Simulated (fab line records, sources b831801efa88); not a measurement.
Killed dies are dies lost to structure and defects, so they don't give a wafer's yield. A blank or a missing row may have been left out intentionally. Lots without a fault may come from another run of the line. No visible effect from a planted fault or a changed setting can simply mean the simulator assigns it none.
Matching of chambers | flow gf180mcu | 4 sister chambers for GF_V4_CMP_04 on cmp-01
The step polishes SiO2. 20 wafers are shown with their chamber, then 10 later ones without.

## WAFERS WITH THEIR CHAMBER
wafer  | chamber | motorCurrentA (A) | timeToEndpointS (s)
L074.2 | 1       | 10.0              | 77
L074.3 | 3       | 10.0              | 69
L074.6 | 2       | 13.0              | 72
L075.1 | 0       | 11.2              | 83
L075.4 | 2       | 12.7              | 83
L075.5 | 1       | 9.9               | 87
L076.1 | 2       | 13.2              | 78
L076.2 | 0       | 11.1              | 84
L076.5 | 0       | 11.4              | 90
L078.2 | 1       | 10.1              | 84
L078.3 | 2       | 13.4              | 85
L078.4 | 0       | 11.2              | 96
L080.1 | 2       | 13.1              | 75
L080.2 | 0       | 11.3              | 84
L080.6 | 1       | 10.1              | 94
L082.1 | 1       | 9.5               | 75
L082.2 | 0       | 11.2              | 90
L082.5 | 2       | 12.6              | 81
L087.1 | 0       | 11.1              | 74
L087.2 | 1       | 10.0              | 74

SIGNATURES (averages over the wafers above)
reading         | chamber 0 | chamber 1 | chamber 2 | chamber 3 | scatter within a chamber
motorCurrentA   | 11.214    | 9.933     | 13.000    | 10.000    | 0.221
timeToEndpointS | 85.86     | 81.83     | 79.00     | 69.00     | 6.73
Rule: a wafer's distance from a chamber is the root of the sum, over the readings, of the square of ((its reading less the chamber's mean) divided by the reading's scatter). The wafer belongs to the nearest chamber; if the next one is less than 2 further off, it can't be placed. The scatter: the root of (the sum of the squares of (reading less its chamber's mean) over the shown wafers, divided by (wafers less chambers)).

## WAFERS WITHOUT THEIR CHAMBER
wafer  | motorCurrentA (A) | timeToEndpointS (s)
L087.4 | 13.6              | 84
L094.2 | 10.2              | 83
L094.3 | 13.2              | 81
L094.5 | 10.9              | 97
L096.3 | 10.4              | 79
L096.4 | 10.5              | 77
L096.6 | 10.7              | 81
L097.2 | 9.9               | 78
L097.3 | 10.7              | 78
L097.4 | 13.4              | 83

## WHICH CHAMBER EACH WENT THROUGH
wafer  | from the rows above          | in truth
L087.4 | 2                            | 2
L094.2 | can't be placed: 1 or 3      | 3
L094.3 | 2                            | 2
L094.5 | 0                            | 0
L096.3 | can't be placed: 1 or 3 or 0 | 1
L096.4 | can't be placed: 3 or 1 or 0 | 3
L096.6 | can't be placed: 0 or 1 or 3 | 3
L097.2 | can't be placed: 1 or 3      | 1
L097.3 | can't be placed: 0 or 3 or 1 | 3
L097.4 | 2                            | 2
Correct placement for 4 of the 10. Not placeable from these rows: 6 (in 6, the candidates include the true chamber). Wrongly placed: 0.
